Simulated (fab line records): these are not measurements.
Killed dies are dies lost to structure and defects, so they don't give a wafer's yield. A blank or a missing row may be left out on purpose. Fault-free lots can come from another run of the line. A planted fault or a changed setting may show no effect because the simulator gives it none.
Code-filled problem report in 8D (eight disciplines) form || flow gf180mcu || the parts of the form that need people (team, actions taken, sign-off) are left out

== 1. THE ISSUE ==
Mean of exposure-dose-mJ-cm2 at GF_HV_LDD_EXPOSE_16: 142.23 across 12 wafers in 4 lots; on wafers with no fault it is 140.02 (standard deviation 0.14). Measured from the usual mean, that is +16 standard deviations.
The step: exposes mask Pplus LV AREA, target cd 400 nm.
The first sign was on wafer L745.2 at day 14 08:17, on iline-stepper-02. The record holds 42 wafers of 14 lots with a number at this step. The rule behind "out" and "out of limits": a value lying over 4 standard deviations away from the usual mean. All remaining wafers that have a number are taken as sound.

== 2. WHAT IT IS AND WHAT IT IS NOT ==
{"question": "which readings at this step", "is": "exposure-dose-mJ-cm2", "is not": "-"}
{"question": "which lots", "is": "L745, L747, L748, L750", "is not": "L732, L733, L734, L735, L739, L742, L744, L746, L751, L752"}
{"question": "which wafers of those lots", "is": "all that have a number", "is not": "-"}
{"question": "read on which tools", "is": "iline-stepper-02", "is not": "iline-stepper-01"}
{"question": "when", "is": "from day 14 08:17", "is not": "up to then (21 sound wafers); but 9 sound wafers of L746, L751, L752 came after"}

== 3. SUSPECTS, AND WHAT RULES EACH OUT ==
Counting: any tool at a process step up to the reading is kept as a suspect provided that every lot that is out went through it and no sound lot did after the first of them.
- iline-stepper-02 at GF_HV_LDD_EXPOSE_16 (exposes mask Pplus LV AREA, target cd 400 nm): kept. It processed each lot that is out, first L745 at day 14 08:17, and no sound lot thereafter; up to then, the last sound lot it processed was L742 at day 13 06:50. Its own readings are out on those wafers: exposure-dose-mJ-cm2.
After counting, what remains is iline-stepper-02 at GF_HV_LDD_EXPOSE_16.

== 4. THE CAUSE (what the simulator had put in) ==
Process parameters drifting: iline-stepper-02 at GF_HV_LDD_EXPOSE_16, beginning at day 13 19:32. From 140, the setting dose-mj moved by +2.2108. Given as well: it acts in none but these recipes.
This tool alone remained once counting was done.

== 5. SEQUENCE OF EFFECTS, ordered by route ==
Rows list readings where the struck wafers' mean (over those with a number) sits beyond 3 standard deviations from the usual. Readings are gone through only where the record gives a usual standard deviation; hours: the median, over the lots, of the time from a lot's start at the first step in this table giving one to that lot's start at this step; sigmas: the change measured in usual standard deviations.
{"hours": 0, "step": "GF_HV_LDD_EXPOSE_16", "reading": "exposure-dose-mJ-cm2", "usual": 140.02, "on struck wafers": 142.23, "change": "+2.21", "sigmas": "+16"}
Process steps it contains:
- GF_HV_LDD_EXPOSE_16: exposes mask Pplus LV AREA, target cd 400 nm.
At these later measuring or inspecting steps, every struck wafer for which the step has a row has a number for every such reading, and none has moved that far: GF_HV_LDD_OVL_MEAS_32, GF_V1_OVL_MEAS_15.

== 6. WHAT WOULD HAVE CAUGHT IT SOONER ==
The fault began at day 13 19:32; the first out-of-limits reading in this record came at day 14 08:17, 13 hours later.
